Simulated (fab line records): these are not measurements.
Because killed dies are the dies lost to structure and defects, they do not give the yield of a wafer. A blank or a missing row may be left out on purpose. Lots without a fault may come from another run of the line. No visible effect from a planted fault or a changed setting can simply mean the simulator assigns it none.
Which tool was responsible? :: flow gf180mcu :: 24 lots with 72 wafers sampled at 4 steps, on a route of 602 steps

WHAT THE GAUGES READ, wafer by wafer
GF_V4_OVL_MEAS_15. Usual: V4_OVL 0 nm, standard deviation 4.7.
lot: L074
measured: day 24 11:04
on: overlay-02
V4_OVL (nm): -5 -10 -3
flag: 

lot: L075
measured: day 24 22:52
on: overlay-01
V4_OVL (nm): 6 4 -1
flag: 

lot: L076
measured: day 25 03:31
on: overlay-01
V4_OVL (nm): 0 3 4
flag: 

lot: L077
measured: day 25 15:13
on: overlay-01
V4_OVL (nm): -2 12 3
flag: 

lot: L078
measured: day 26 05:11
on: overlay-01
V4_OVL (nm): -2 -1 -1
flag: 

lot: L079
measured: day 26 07:22
on: overlay-01
V4_OVL (nm): -4 5 5
flag: 

lot: L080
measured: day 26 17:52
on: overlay-02
V4_OVL (nm): -5 -2 4
flag: 

lot: L081
measured: day 26 20:58
on: overlay-01
V4_OVL (nm): 1 -2 3
flag: 

lot: L082
measured: day 27 05:32
on: overlay-02
V4_OVL (nm): -1 0 2
flag: 

lot: L083
measured: day 27 07:49
on: overlay-01
V4_OVL (nm): 3 0 8
flag: 

lot: L084
measured: day 27 23:46
on: overlay-01
V4_OVL (nm): -1 -2 0
flag: 

lot: L085
measured: day 28 11:10
on: overlay-02
V4_OVL (nm): 13 4 9
flag: 

lot: L086
measured: day 28 14:01
on: overlay-01
V4_OVL (nm): -7 -6 -2
flag: 

lot: L087
measured: day 28 22:34
on: overlay-01
V4_OVL (nm): 5 11 4
flag: 

lot: L088
measured: day 29 05:28
on: overlay-01
V4_OVL (nm): 3 5 -3
flag: 

lot: L089
measured: day 29 13:31
on: overlay-01
V4_OVL (nm): 0 -2 -5
flag: 

lot: L090
measured: day 29 20:19
on: overlay-02
V4_OVL (nm): -4 -6 -5
flag: 

lot: L091
measured: day 29 23:31
on: overlay-01
V4_OVL (nm): -7 -5 -7
flag: 

lot: L092
measured: day 30 05:40
on: overlay-02
V4_OVL (nm): -5 0 -7
flag: 

lot: L093
measured: day 30 09:25
on: overlay-02
V4_OVL (nm): -6 -7 -6
flag: 

lot: L094
measured: day 30 18:50
on: overlay-01
V4_OVL (nm): 0 -1 -4
flag: 

lot: L095
measured: day 30 22:33
on: overlay-02
V4_OVL (nm): -4 1 7
flag: 

lot: L096
measured: day 31 06:39
on: overlay-01
V4_OVL (nm): -3 -1 -8
flag: 

lot: L097
measured: day 31 13:11
on: overlay-01
V4_OVL (nm): 5 1 -8
flag: 

WHAT TOOL EACH LOT RAN ON (gives the tool, then ch and the chambers of the sampled wafers, and finally the start)
lot: L074
GF_CONTACT_SPUTTER_23: pvd-sputter-04, day 16 02:03
GF_M1_SPUTTER_00: pvd-sputter-01, day 16 02:40
GF_M2_STRIP_17: plasma-asher-02 ch 0,1, day 19 05:10

lot: L075
GF_CONTACT_SPUTTER_23: pvd-sputter-02, day 16 15:31
GF_M1_SPUTTER_00: pvd-sputter-03, day 16 16:19
GF_M2_STRIP_17: plasma-asher-04 ch 0,1, day 19 19:50

lot: L076
GF_CONTACT_SPUTTER_23: pvd-sputter-02, day 16 19:59
GF_M1_SPUTTER_00: pvd-sputter-01, day 16 20:42
GF_M2_STRIP_17: plasma-asher-02 ch 0,1, day 19 23:10

lot: L077
GF_CONTACT_SPUTTER_23: pvd-sputter-01, day 17 07:31
GF_M1_SPUTTER_00: pvd-sputter-04, day 17 08:08
GF_M2_STRIP_17: plasma-asher-03 ch 0,1, day 20 12:55

lot: L078
GF_CONTACT_SPUTTER_23: pvd-sputter-02, day 17 23:17
GF_M1_SPUTTER_00: pvd-sputter-03, day 17 23:58
GF_M2_STRIP_17: plasma-asher-04 ch 0,1, day 21 05:31

lot: L079
GF_CONTACT_SPUTTER_23: pvd-sputter-02, day 18 02:04
GF_M1_SPUTTER_00: pvd-sputter-04, day 18 02:41
GF_M2_STRIP_17: plasma-asher-04 ch 0,1, day 21 06:58

lot: L080
GF_CONTACT_SPUTTER_23: pvd-sputter-02, day 18 13:53
GF_M1_SPUTTER_00: pvd-sputter-03, day 18 14:30
GF_M2_STRIP_17: plasma-asher-02 ch 0,1, day 21 19:41

lot: L081
GF_CONTACT_SPUTTER_23: pvd-sputter-02, day 18 19:02
GF_M1_SPUTTER_00: pvd-sputter-01, day 18 19:40
GF_M2_STRIP_17: plasma-asher-04 ch 0,1, day 21 23:47

lot: L082
GF_CONTACT_SPUTTER_23: pvd-sputter-02, day 19 05:19
GF_M1_SPUTTER_00: pvd-sputter-03, day 19 05:56
GF_M2_STRIP_17: plasma-asher-04 ch 0,1, day 22 09:55

lot: L083
GF_CONTACT_SPUTTER_23: pvd-sputter-02, day 19 07:59
GF_M1_SPUTTER_00: pvd-sputter-01, day 19 08:36
GF_M2_STRIP_17: plasma-asher-03 ch 0,1, day 22 11:52

lot: L084
GF_CONTACT_SPUTTER_23: pvd-sputter-02, day 20 01:44
GF_M1_SPUTTER_00: pvd-sputter-01, day 20 02:21
GF_M2_STRIP_17: plasma-asher-02 ch 0,1, day 23 04:55

lot: L085
GF_CONTACT_SPUTTER_23: pvd-sputter-04, day 20 16:56
GF_M1_SPUTTER_00: pvd-sputter-01, day 20 17:33
GF_M2_STRIP_17: plasma-asher-03 ch 0,1, day 23 19:56

lot: L086
GF_CONTACT_SPUTTER_23: pvd-sputter-04, day 20 18:12
GF_M1_SPUTTER_00: pvd-sputter-04, day 20 18:49
GF_M2_STRIP_17: plasma-asher-03 ch 0,1, day 23 21:25

lot: L087
GF_CONTACT_SPUTTER_23: pvd-sputter-04, day 21 05:11
GF_M1_SPUTTER_00: pvd-sputter-01, day 21 05:48
GF_M2_STRIP_17: plasma-asher-04 ch 0,1, day 24 07:22

lot: L088
GF_CONTACT_SPUTTER_23: pvd-sputter-02, day 21 13:49
GF_M1_SPUTTER_00: pvd-sputter-01, day 21 14:26
GF_M2_STRIP_17: plasma-asher-03 ch 0,1, day 24 15:04

lot: L089
GF_CONTACT_SPUTTER_23: pvd-sputter-04, day 22 01:02
GF_M1_SPUTTER_00: pvd-sputter-01, day 22 01:43
GF_M2_STRIP_17: plasma-asher-02 ch 0,1, day 25 01:41

lot: L090
GF_CONTACT_SPUTTER_23: pvd-sputter-02, day 22 08:56
GF_M1_SPUTTER_00: pvd-sputter-01, day 22 09:40
GF_M2_STRIP_17: plasma-asher-04 ch 0,1, day 25 08:13

lot: L091
GF_CONTACT_SPUTTER_23: pvd-sputter-04, day 22 13:23
GF_M1_SPUTTER_00: pvd-sputter-01, day 22 14:00
GF_M2_STRIP_17: plasma-asher-03 ch 0,1, day 25 12:50

lot: L092
GF_CONTACT_SPUTTER_23: pvd-sputter-01, day 22 22:31
GF_M1_SPUTTER_00: pvd-sputter-04, day 22 23:08
GF_M2_STRIP_17: plasma-asher-04 ch 0,1, day 25 20:38

lot: L093
GF_CONTACT_SPUTTER_23: pvd-sputter-04, day 23 01:19
GF_M1_SPUTTER_00: pvd-sputter-01, day 23 01:56
GF_M2_STRIP_17: plasma-asher-02 ch 0, day 25 23:33

lot: L094
GF_CONTACT_SPUTTER_23: pvd-sputter-02, day 23 10:23
GF_M1_SPUTTER_00: pvd-sputter-04, day 23 11:01
GF_M2_STRIP_17: plasma-asher-02 ch 0,1, day 26 08:55

lot: L095
GF_CONTACT_SPUTTER_23: pvd-sputter-01, day 23 17:16
GF_M1_SPUTTER_00: pvd-sputter-04, day 23 17:56
GF_M2_STRIP_17: plasma-asher-04 ch 0,1, day 26 14:16

lot: L096
GF_CONTACT_SPUTTER_23: pvd-sputter-04, day 24 04:03
GF_M1_SPUTTER_00: pvd-sputter-03, day 24 04:40
GF_M2_STRIP_17: plasma-asher-02 ch 0,1, day 26 23:46

lot: L097
GF_CONTACT_SPUTTER_23: pvd-sputter-04, day 24 10:49
GF_M1_SPUTTER_00: pvd-sputter-03, day 24 11:40
GF_M2_STRIP_17: plasma-asher-02 ch 0,1, day 27 08:11
- GF_CONTACT_SPUTTER_23: material TiN, target thk 10 nm, time 40 s.
- GF_M1_SPUTTER_00: material Ti, target thk 37.5 nm, time 150 s.
- GF_M2_STRIP_17: strips in O2/N2.

WHAT THE TOOLS THEMSELVES READ (means of the sampled wafers that have a number; where no wafer has one, the mark that the record gives instead)
GF_CONTACT_SPUTTER_23. Usual: 30.1 % for throttle-valve-pct, sd 0.65.
lot: L074
tool: pvd-sputter-04
throttle-valve-pct (%): 30.3
flag: 

lot: L075
tool: pvd-sputter-02
throttle-valve-pct (%): 30.2
flag: 

lot: L076
tool: pvd-sputter-02
throttle-valve-pct (%): 30.1
flag: 

lot: L077
tool: pvd-sputter-01
throttle-valve-pct (%): 29.3
flag: 

lot: L078
tool: pvd-sputter-02
throttle-valve-pct (%): 30.4
flag: 

lot: L079
tool: pvd-sputter-02
throttle-valve-pct (%): 30.2
flag: 

lot: L080
tool: pvd-sputter-02
throttle-valve-pct (%): 30.4
flag: 

lot: L081
tool: pvd-sputter-02
throttle-valve-pct (%): 30.1
flag: 

lot: L082
tool: pvd-sputter-02
throttle-valve-pct (%): 30.0
flag: 

lot: L083
tool: pvd-sputter-02
throttle-valve-pct (%): 30.4
flag: 

lot: L084
tool: pvd-sputter-02
throttle-valve-pct (%): 30.0
flag: 

lot: L085
tool: pvd-sputter-04
throttle-valve-pct (%): 30.3
flag: 

lot: L086
tool: pvd-sputter-04
throttle-valve-pct (%): 30.2
flag: 

lot: L087
tool: pvd-sputter-04
throttle-valve-pct (%): 30.2
flag: 

lot: L088
tool: pvd-sputter-02
throttle-valve-pct (%): 30.4
flag: 

lot: L089
tool: pvd-sputter-04
throttle-valve-pct (%): 30.6
flag: 

lot: L090
tool: pvd-sputter-02
throttle-valve-pct (%): 30.0
flag: 

lot: L091
tool: pvd-sputter-04
throttle-valve-pct (%): 30.1
flag: 

lot: L092
tool: pvd-sputter-01
throttle-valve-pct (%): 29.8
flag: 

lot: L093
tool: pvd-sputter-04
throttle-valve-pct (%): 29.8
flag: 

lot: L094
tool: pvd-sputter-02
throttle-valve-pct (%): 30.1
flag: 

lot: L095
tool: pvd-sputter-01
throttle-valve-pct (%): 30.5
flag: 

lot: L096
tool: pvd-sputter-04
throttle-valve-pct (%): 29.8
flag: 

lot: L097
tool: pvd-sputter-04
throttle-valve-pct (%): 30.1
flag: 

GF_M1_SPUTTER_00. Usual: 29.8 % for throttle-valve-pct, sd 0.76.
lot: L074
tool: pvd-sputter-01
throttle-valve-pct (%): 29.7
flag: 

lot: L075
tool: pvd-sputter-03
throttle-valve-pct (%): 29.9
flag: 

lot: L076
tool: pvd-sputter-01
throttle-valve-pct (%): 29.5
flag: 

lot: L077
tool: pvd-sputter-04
throttle-valve-pct (%): 29.0
flag: 

lot: L078
tool: pvd-sputter-03
throttle-valve-pct (%): 29.9
flag: 

lot: L079
tool: pvd-sputter-04
throttle-valve-pct (%): 29.7
flag: 

lot: L080
tool: pvd-sputter-03
throttle-valve-pct (%): 29.7
flag: 

lot: L081
tool: pvd-sputter-01
throttle-valve-pct (%): 29.6
flag: 

lot: L082
tool: pvd-sputter-03
throttle-valve-pct (%): 29.1
flag: 

lot: L083
tool: pvd-sputter-01
throttle-valve-pct (%): 30.1
flag: 

lot: L084
tool: pvd-sputter-01
throttle-valve-pct (%): 29.3
flag: 

lot: L085
tool: pvd-sputter-01
throttle-valve-pct (%): 29.8
flag: 

lot: L086
tool: pvd-sputter-04
throttle-valve-pct (%): 30.3
flag: 

lot: L087
tool: pvd-sputter-01
throttle-valve-pct (%): 29.9
flag: 

lot: L088
tool: pvd-sputter-01
throttle-valve-pct (%): 29.8
flag: 

lot: L089
tool: pvd-sputter-01
throttle-valve-pct (%): 29.5
flag: 

lot: L090
tool: pvd-sputter-01
throttle-valve-pct (%): 29.9
flag: 

lot: L091
tool: pvd-sputter-01
throttle-valve-pct (%): 29.8
flag: 

lot: L092
tool: pvd-sputter-04
throttle-valve-pct (%): 29.6
flag: 

lot: L093
tool: pvd-sputter-01
throttle-valve-pct (%): 28.9
flag: 

lot: L094
tool: pvd-sputter-04
throttle-valve-pct (%): 30.4
flag: 

lot: L095
tool: pvd-sputter-04
throttle-valve-pct (%): 29.9
flag: 

lot: L096
tool: pvd-sputter-03
throttle-valve-pct (%): 29.6
flag: 

lot: L097
tool: pvd-sputter-03
throttle-valve-pct (%): 29.3
flag: 

GF_M2_STRIP_17. Usual: drypump-motor-current-A 5.8 A, standard deviation 0.46; heater-power-w 340 W, standard deviation 20; oes-product-au 0.558 a.u., standard deviation 0.0058; strip-time-to-endpoint-s 7.86 s, standard deviation 0.059.
lot: L074
tool: plasma-asher-02
drypump-motor-current-A (A): 6.3
heater-power-w (W): 352
oes-product-au (a.u.): 0.560
strip-time-to-endpoint-s (s): 7.93
flag: 

lot: L075
tool: plasma-asher-04
drypump-motor-current-A (A): 5.5
heater-power-w (W): 347
oes-product-au (a.u.): 0.560
strip-time-to-endpoint-s (s): 7.84
flag: 

lot: L076
tool: plasma-asher-02
drypump-motor-current-A (A): 6.3
heater-power-w (W): 348
oes-product-au (a.u.): 0.564
strip-time-to-endpoint-s (s): 7.96
flag: 

lot: L077
tool: plasma-asher-03
drypump-motor-current-A (A): 5.5
heater-power-w (W): 320
oes-product-au (a.u.): 0.557
strip-time-to-endpoint-s (s): 7.83
flag: 

lot: L078
tool: plasma-asher-04
drypump-motor-current-A (A): 5.6
heater-power-w (W): 338
oes-product-au (a.u.): 0.558
strip-time-to-endpoint-s (s): 7.85
flag: 

lot: L079
tool: plasma-asher-04
drypump-motor-current-A (A): 5.5
heater-power-w (W): 345
oes-product-au (a.u.): 0.556
strip-time-to-endpoint-s (s): 7.77
flag: 

lot: L080
tool: plasma-asher-02
drypump-motor-current-A (A): 5.9
heater-power-w (W): 362
oes-product-au (a.u.): 0.557
strip-time-to-endpoint-s (s): 7.90
flag: 

lot: L081
tool: plasma-asher-04
drypump-motor-current-A (A): 5.5
heater-power-w (W): 337
oes-product-au (a.u.): 0.559
strip-time-to-endpoint-s (s): 7.85
flag: 

lot: L082
tool: plasma-asher-04
drypump-motor-current-A (A): 5.5
heater-power-w (W): 338
oes-product-au (a.u.): 0.560
strip-time-to-endpoint-s (s): 7.81
flag: 

lot: L083
tool: plasma-asher-03
drypump-motor-current-A (A): 5.7
heater-power-w (W): 315
oes-product-au (a.u.): 0.558
strip-time-to-endpoint-s (s): 7.79
flag: 

lot: L084
tool: plasma-asher-02
drypump-motor-current-A (A): 5.9
heater-power-w (W): 361
oes-product-au (a.u.): 0.556
strip-time-to-endpoint-s (s): 7.83
flag: 

lot: L085
tool: plasma-asher-03
drypump-motor-current-A (A): 5.5
heater-power-w (W): 322
oes-product-au (a.u.): 0.555
strip-time-to-endpoint-s (s): 7.85
flag: 

lot: L086
tool: plasma-asher-03
drypump-motor-current-A (A): 5.7
heater-power-w (W): 317
oes-product-au (a.u.): 0.560
strip-time-to-endpoint-s (s): 7.92
flag: 

lot: L087
tool: plasma-asher-04
drypump-motor-current-A (A): 5.5
heater-power-w (W): 348
oes-product-au (a.u.): 0.552
strip-time-to-endpoint-s (s): 7.83
flag: 

lot: L088
tool: plasma-asher-03
drypump-motor-current-A (A): 5.7
heater-power-w (W): 308
oes-product-au (a.u.): 0.559
strip-time-to-endpoint-s (s): 7.91
flag: 

lot: L089
tool: plasma-asher-02
drypump-motor-current-A (A): 6.3
heater-power-w (W): 344
oes-product-au (a.u.): 0.557
strip-time-to-endpoint-s (s): 7.85
flag: 

lot: L090
tool: plasma-asher-04
drypump-motor-current-A (A): 5.5
heater-power-w (W): 341
oes-product-au (a.u.): 0.556
strip-time-to-endpoint-s (s): 7.85
flag: 

lot: L091
tool: plasma-asher-03
drypump-motor-current-A (A): 5.5
heater-power-w (W): 321
oes-product-au (a.u.): 0.566
strip-time-to-endpoint-s (s): 7.93
flag: 

lot: L092
tool: plasma-asher-04
drypump-motor-current-A (A): 5.6
heater-power-w (W): 339
oes-product-au (a.u.): 0.560
strip-time-to-endpoint-s (s): 7.87
flag: 

lot: L093
tool: plasma-asher-02
drypump-motor-current-A (A): 6.6
heater-power-w (W): 342
oes-product-au (a.u.): 0.557
strip-time-to-endpoint-s (s): 7.82
flag: 

lot: L094
tool: plasma-asher-02
drypump-motor-current-A (A): 5.9
heater-power-w (W): 362
oes-product-au (a.u.): 0.554
strip-time-to-endpoint-s (s): 7.82
flag: 

lot: L095
tool: plasma-asher-04
drypump-motor-current-A (A): 5.5
heater-power-w (W): 342
oes-product-au (a.u.): 0.556
strip-time-to-endpoint-s (s): 7.81
flag: 

lot: L096
tool: plasma-asher-02
drypump-motor-current-A (A): 5.9
heater-power-w (W): 361
oes-product-au (a.u.): 0.555
strip-time-to-endpoint-s (s): 7.87
flag: 

lot: L097
tool: plasma-asher-02
drypump-motor-current-A (A): 6.3
heater-power-w (W): 348
oes-product-au (a.u.): 0.560
strip-time-to-endpoint-s (s): 7.89
flag: 

THE ANSWER, worked out from the rows above alone
Rule: a lot counts as off when the mean over its wafers that have a number is more than 3 standard deviations away from the usual mean. A lot without any number at a reading at which 4 lots or more have one is off too. Any other lot the step has rows for is counted as sound. The gauges are gone through in route order, then the tools' own readings, and for those a lot's mean is taken as printed above. The first step at which some lot is off is used, and at that step the reading that is off furthest; a lot without a number counts as furthest.
Across all readings shown, no lot is off: no conclusion can be drawn from this.

WHAT THE SIMULATOR PUT IN
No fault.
